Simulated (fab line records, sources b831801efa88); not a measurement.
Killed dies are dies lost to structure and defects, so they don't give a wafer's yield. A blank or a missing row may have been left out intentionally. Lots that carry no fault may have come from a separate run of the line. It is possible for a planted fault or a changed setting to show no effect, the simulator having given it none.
8D (eight disciplines) problem report, filled in by code ; flow sky130 ; the parts of the form that need people (team, actions taken, sign-off) are left out

1. THE ISSUE
Across 6 wafers from 2 lots, SD_N_RS at SKY_SD_N_RS_MEAS_16 averages 71.28 ohm/sq, while fault-free wafers read 68.59 ohm/sq with a standard deviation of 0.12. That puts it +22 standard deviations away from the usual mean.
The step: measures by four-point-probe.
Earliest sighting: wafer L351.1 on film metro-01 at day 31 07:04. The record has a number at this step for 33 wafers belonging to 11 lots. Rule for "out" (also "out of limits"): further than 4 standard deviations from the usual mean. All remaining wafers that have a number are taken as sound.

2. WHAT IT IS, WHAT IT ISN'T
question;is;is not
which readings at this step;SD_N_RS;-
which lots;L351, L354;L344, L345, L357, L359, L360, L362, L363, L364, L366
which wafers of those lots;all that have a number;-
read on which gauges;film metro-01, film metro-02;film metro-03
when;from day 31 07:04;"up to then (6 sound wafers); but 21 sound wafers of L357, L359, L360, L362, L363, L364, L366 came after"

3. SUSPECTS, AND WHAT RULES EACH OUT
Counting: a tool at a process step up to the reading stays a suspect if it ran every lot that is out and no sound lot after the first of them.
- the gauge at SKY_SD_N_RS_MEAS_16 has been ruled out. 2 gauges (film metro-01, film metro-02) read the wafers that are out.
- rtp anneal-01 at SKY_SD_N_RTA_14 (time 2 s): ruled out as a lasting fault. Following L351 (day 31 06:54), the first lot on it that is out, the sound lots L362, L364, L366 were run on it.
Left after counting: nothing in the record.

4. THE CAUSE (what the simulator had put in)
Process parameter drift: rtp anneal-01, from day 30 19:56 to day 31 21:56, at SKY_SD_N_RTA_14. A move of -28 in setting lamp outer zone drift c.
The count ruled it out by mistake, since the rule takes a fault to strike every lot its tool runs from the start of the fault on, and this one did not do so.

5. SEQUENCE OF EFFECTS, ordered by route
Rows list readings where the struck wafers' mean (over those with a number) sits beyond 3 standard deviations from the usual. Readings are gone through only where the record gives a usual standard deviation; hours: the median, over the lots, of the time from a lot's start at the first step in this table giving one to that lot's start at this step; sigmas: the change measured in usual standard deviations.
hours;step;reading;usual;on struck wafers;change;sigmas
0;SKY_SD_N_RS_MEAS_16;SD_N_RS;68.59 ohm/sq;71.28;+2.69;+22
0;SKY_SD_N_RS_MEAS_17;SD_P_RS;147.1 ohm/sq;162.2;+15.2;+46

6. HOW IT WOULD HAVE BEEN CAUGHT EARLIER
Counted from the fault's start at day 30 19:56, it took 11 hours until the first out-of-limits reading at a measuring or inspecting step in this record, taken at day 31 07:04.
An alarm limit of 4 standard deviations would not have fired on the tool readings at SKY_SD_N_RTA_14 for which the record gives a usual standard deviation, since none of them was out on any struck wafer.
